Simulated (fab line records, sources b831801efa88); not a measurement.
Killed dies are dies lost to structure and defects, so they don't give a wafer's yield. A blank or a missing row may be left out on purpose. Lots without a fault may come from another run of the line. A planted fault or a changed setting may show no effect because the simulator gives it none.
Split-lot experiment | flow gf180mcu | 5 lots, 23 wafers read, on a route of 602 steps

THE SPLIT
At GF_V4_PEB_12 (peb time 90 s), the setting peb_temp_c was moved away from the recipe's 135 C on 5 of the 23 wafers read, by -1.3% to -1.0%. The other wafers ran this setting at the recipe's value.

FROM THE SPLIT TO THE READING: what the file shows between them, 1 step
- GF_V4_DEVELOP_13: develop time 60 s

THE READING
cd_nm, in nm, at GF_V4_CD_MEAS_14 (target cd 260 nm). Fault-free wafers of this fab line usually give 261.1 nm, standard deviation 0.86 nm.

wafer  | tool, chamber at the split | peb_temp_c as run, C | against the recipe | cd_nm, nm | against lot-mates on the recipe
L074.1 | litho_track-03, 0          | 135                  | recipe             | 262.9     | -
L074.3 | litho_track-03, 0          | 135                  | recipe             | 261.1     | -
L074.4 | litho_track-03, 0          | 135                  | recipe             | 261.8     | -
L074.5 | litho_track-03, 0          | 135                  | recipe             | 261.4     | -
L074.6 | litho_track-03, 0          | 135                  | recipe             | 260.8     | -
L076.1 | litho_track-03, 0          | 135                  | recipe             | 262.9     | -
L076.2 | litho_track-03, 0          | 135                  | recipe             | 262.3     | -
L076.4 | litho_track-03, 0          | 135                  | recipe             | 261.4     | -
L076.5 | litho_track-03, 0          | 135                  | recipe             | 261.7     | -
L076.6 | litho_track-03, 0          | 135                  | recipe             | 261.6     | -
L077.1 | litho_track-01, 0          | 133.6                | -1.0%              | 256.9     | -4.5
L077.2 | litho_track-01, 0          | 135                  | recipe             | 261.6     | -
L077.3 | litho_track-01, 0          | 133.6                | -1.0%              | 258.2     | -3.2
L077.4 | litho_track-01, 0          | 135                  | recipe             | 261.1     | -
L077.5 | litho_track-01, 0          | 133.6                | -1.0%              | 257.7     | -3.7
L079.1 | litho_track-03, 0          | 135                  | recipe             | 260.5     | -
L079.2 | litho_track-03, 0          | 135                  | recipe             | 260.4     | -
L079.5 | litho_track-03, 0          | 135                  | recipe             | 260.9     | -
L082.1 | litho_track-01, 0          | 135                  | recipe             | 260.8     | -
L082.2 | litho_track-01, 0          | 133.3                | -1.3%              | 255.7     | -5.2
L082.4 | litho_track-01, 0          | 135                  | recipe             | 260.6     | -
L082.5 | litho_track-01, 0          | 135                  | recipe             | 261.3     | -
L082.6 | litho_track-01, 0          | 133.3                | -1.3%              | 256.1     | -4.8

THE FIT
A straight line over all 23 wafers: cd_nm changes by +4.02 nm for each +1% of peb_temp_c; r = +0.94; the points scatter about the line by 0.72 nm.
The same after taking each lot's own level away (the mean of its wafers on the recipe; 23 wafers): +3.8 nm for each +1%; r = +0.96; scatter 0.53 nm.
On that fit, the largest move of peb_temp_c shifts the reading by 4.8 nm.
The lots' own levels span 260.60 to 261.98 nm, that is 1.6 times the standard deviation above.
So the lot-to-lot level changes the slope little: the two slopes agree.
Check: with one of the wafers moved furthest among these (-1.3%) left out of the fit, the line predicts -4.64 nm for it against its lot-mates. It came out at -5.2 nm against them.

OTHER SPLITS ON THESE WAFERS
These wafers also went through other splits before the reading. Each is held against what the fit with the lots' levels taken away leaves over:
other split on the same wafers       | wafers away from the commonest value | r with cd_nm (lot level and that fit taken away)
GF_V2_SPUTTER_21 chamber_pressure_pa | 18                                   | +0.01
GF_M3_SPUTTER_01 power_w             | 8                                    | -0.20
GF_M3_PEB_12 peb_time_s              | 9                                    | +0.07
GF_V3_CVD_02 time_s                  | 5                                    | -0.01
GF_M4_SPUTTER_04 time_s              | 8                                    | +0.04
GF_M4_METAL_ETCH_16 time_s           | 7                                    | -0.24
GF_V4_CMP_04 leave_above_ref_nm      | 8                                    | +0.03

THE WHOLE CHAIN: every reading that the file lists as answering this split, in the file's order
step             | what it does                                                 | reading                                                   | change (the file's fit)              | r (the file's)
GF_V4_CD_MEAS_14 | target cd 260 nm                                             | cd_nm                                                     | +3.84 nm for each +1% of the setting | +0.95
GF_V4_ETCH_16    | etches BARC in N2/H2                                         | V4.cd_nm (the simulator's own value, which no gauge read) | +3.69 nm for each +1% of the setting | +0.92
GF_V4_ETCH_17    | etches SiO2 in C4F8/O2/Ar, stops on TiN, target depth 630 nm | V4.cd_nm (the simulator's own value, which no gauge read) | +3.99 nm for each +1% of the setting | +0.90

THE FILE'S OWN FIT
cd_nm changes by +3.84 nm for each +1% of peb_temp_c, r = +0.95.
